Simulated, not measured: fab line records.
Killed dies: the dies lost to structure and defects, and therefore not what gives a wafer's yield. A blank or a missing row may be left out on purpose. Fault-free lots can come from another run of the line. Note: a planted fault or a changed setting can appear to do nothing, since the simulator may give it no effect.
Which of the tools did it?    flow sky130    12 lots with 36 wafers sampled at 5 steps, on a route of 708 steps

WHAT EACH GAUGE READ, for each wafer
SKY_NWELL_RS_MEAS_29: uses a four-point probe to measure. Usual: NWELL_RS typically reads 625.2 ohm/sq, with standard deviation 1.7.
lot   measured     on             NWELL_RS (ohm/sq)  flag
L570  day 5 12:05  film_metro-02  627.3 627.5 626.4  
L571  day 5 18:27  film_metro-02  626.3 626.5 626.5  
L572  day 5 21:37  film_metro-02  626.9 626.8 625.9  
L573  day 6 02:04  film_metro-01  627.9 626.4 626.5  
L574  day 6 07:48  film_metro-02  626.9 627.3 625.2  
L576  day 6 21:17  film_metro-03  625.5 625.3 623.8  
L577  day 7 02:39  film_metro-03  624.2 627.6 627.3  
L578  day 7 08:10  film_metro-03  628.1 626.3 624.9  
L581  day 8 00:57  film_metro-01  - - -              OFF
L582  day 8 08:09  film_metro-02  - - -              OFF
L583  day 8 16:44  film_metro-02  - - -              OFF
L584  day 8 20:35  film_metro-02  - - -              OFF

SKY_NWELL_RS_MEAS_31: uses a four-point probe to measure. Usual: PWDE_RS typically reads 5281 ohm/sq, with standard deviation 17.
lot   measured     on             PWDE_RS (ohm/sq)  flag
L570  day 5 12:20  film_metro-02  5279 5301 5298    
L571  day 5 18:41  film_metro-02  5302 5289 5272    
L572  day 5 21:52  film_metro-02  5283 5261 5253    
L573  day 6 02:19  film_metro-01  5284 5275 5266    
L574  day 6 08:02  film_metro-02  5279 5279 5305    
L576  day 6 21:31  film_metro-03  5252 5254 5272    
L577  day 7 02:53  film_metro-03  5276 5245 5269    
L578  day 7 08:25  film_metro-03  5308 5304 5292    
L581  day 8 01:11  film_metro-01  5270 5277 5266    
L582  day 8 08:23  film_metro-02  5294 5288 5279    
L583  day 8 16:58  film_metro-02  5254 5258 5273    
L584  day 8 20:50  film_metro-02  5302 5292 5286    

SKY_POLY_GATE_CD_MEAS_13: the cd target is 150 nm. Usual: cd_nm reads 150.1 nm (standard deviation 1.2).
lot   measured      on         cd_nm (nm)         flag
L570  day 16 13:08  cd_sem-02  150.5 151.6 152.2  
L571  day 16 18:48  cd_sem-02  151.5 152.7 151.5  
L572  day 17 00:55  cd_sem-01  150.3 150.2 150.3  
L573  day 17 04:01  cd_sem-02  149.8 150.8 150.0  
L574  day 17 16:32  cd_sem-01  151.7 149.8 150.7  
L576  day 18 09:32  cd_sem-01  146.1 148.7 147.5  
L577  day 19 09:24  cd_sem-01  151.1 150.1 149.6  
L578  day 19 09:46  cd_sem-01  152.0 150.4 150.4  
L581  day 20 06:41  cd_sem-01  150.6 150.8 150.4  
L582  day 20 17:50  cd_sem-02  149.0 148.4 148.4  
L583  day 21 06:27  cd_sem-02  150.6 152.2 150.0  
L584  day 21 12:11  cd_sem-02  149.1 149.6 149.4  

WHAT TOOL EACH LOT RAN ON (gives the tool, then ch and the chambers of the sampled wafers, and finally the start)
lot   SKY_NWELL_IMPLANT_13            SKY_VT_ADJUST_PCH_STRIP_09
L570  implanter-02 ch 0, day 4 18:28  plasma_asher-03 ch 0,1, day 10 16:19
L571  implanter-02 ch 0, day 4 23:59  plasma_asher-04 ch 0,1, day 10 21:23
L572  implanter-04 ch 0, day 5 03:16  plasma_asher-04 ch 0,1, day 11 02:20
L573  implanter-02 ch 0, day 5 07:49  plasma_asher-02 ch 0, day 11 06:26
L574  implanter-03 ch 0, day 5 13:19  plasma_asher-02 ch 0,1, day 11 14:04
L576  implanter-02 ch 0, day 6 01:14  plasma_asher-03 ch 0, day 12 05:02
L577  implanter-04 ch 0, day 6 06:01  plasma_asher-04 ch 0,1, day 12 12:31
L578  implanter-04 ch 0, day 6 11:56  plasma_asher-03 ch 0,1, day 12 17:41
L581  implanter-03 ch 0, day 7 04:11  plasma_asher-03 ch 0,1, day 13 16:32
L582  implanter-03 ch 0, day 7 11:13  plasma_asher-04 ch 0,1, day 14 04:32
L583  implanter-04 ch 0, day 7 19:14  plasma_asher-03 ch 0,1, day 14 13:08
L584  implanter-02 ch 0, day 7 23:47  plasma_asher-02 ch 0,1, day 14 16:23
- SKY_NWELL_IMPLANT_13
- SKY_VT_ADJUST_PCH_STRIP_09: strips in O2/N2.

WHAT THE TOOLS THEMSELVES READ (means of the sampled wafers that have a number; where no wafer has one, the mark that the record gives instead)
SKY_VT_ADJUST_PCH_STRIP_09. Usual: drypump_motor_current_A 5.7 A, standard deviation 0.37; o2_flow_sccm 3000 sccm, standard deviation 9; oes_product_au 0.722 a.u., standard deviation 0.0052; strip_time_to_endpoint_s 36.93 s, standard deviation 0.11.
lot   tool             drypump_motor_current_A (A)  o2_flow_sccm (sccm)  oes_product_au (a.u.)  strip_time_to_endpoint_s (s)  flag
L570  plasma_asher-03  5.3                          2986                 0.721                  37.01                         
L571  plasma_asher-04  5.7                          3002                 0.719                  37.01                         
L572  plasma_asher-04  5.8                          3004                 0.722                  36.94                         
L573  plasma_asher-02  5.6                          3000                 0.721                  37.09                         
L574  plasma_asher-02  6.2                          2994                 0.716                  36.84                         
L576  plasma_asher-03  5.3                          3001                 0.725                  36.93                         
L577  plasma_asher-04  5.7                          3004                 0.725                  36.97                         
L578  plasma_asher-03  5.3                          3002                 0.723                  36.77                         
L581  plasma_asher-03  5.2                          3000                 0.720                  37.00                         
L582  plasma_asher-04  5.8                          3005                 0.720                  36.78                         
L583  plasma_asher-03  5.3                          2995                 0.722                  36.95                         
L584  plasma_asher-02  6.1                          2998                 0.726                  36.97                         

THE ANSWER, worked out from the rows above alone
Rule: lot off if the mean of its wafers having a number is beyond 3 standard deviations from the usual mean. Also off: a lot with no number at a reading for which 4 or more lots have one. Any other lot the step has rows for is counted as sound. Order of review: gauges by route order, followed by the tools' own readings, for which a lot's mean as printed above is used. At the first step where some lot is off, the reading lying furthest off is the one used; lots without a number count as furthest.
Off: L581, L582, L583, L584, at SKY_NWELL_RS_MEAS_29 (NWELL_RS). Without a number there: L581, L582, L583, L584.
If a tool, at a process step before that reading, ran all the lots that are off and no sound lot after the first of them, it fits. The gauges at SKY_NWELL_RS_MEAS_29 are tried like those tools. Not one of the candidates tried fits.

WHAT THE SIMULATOR HAD INSERTED
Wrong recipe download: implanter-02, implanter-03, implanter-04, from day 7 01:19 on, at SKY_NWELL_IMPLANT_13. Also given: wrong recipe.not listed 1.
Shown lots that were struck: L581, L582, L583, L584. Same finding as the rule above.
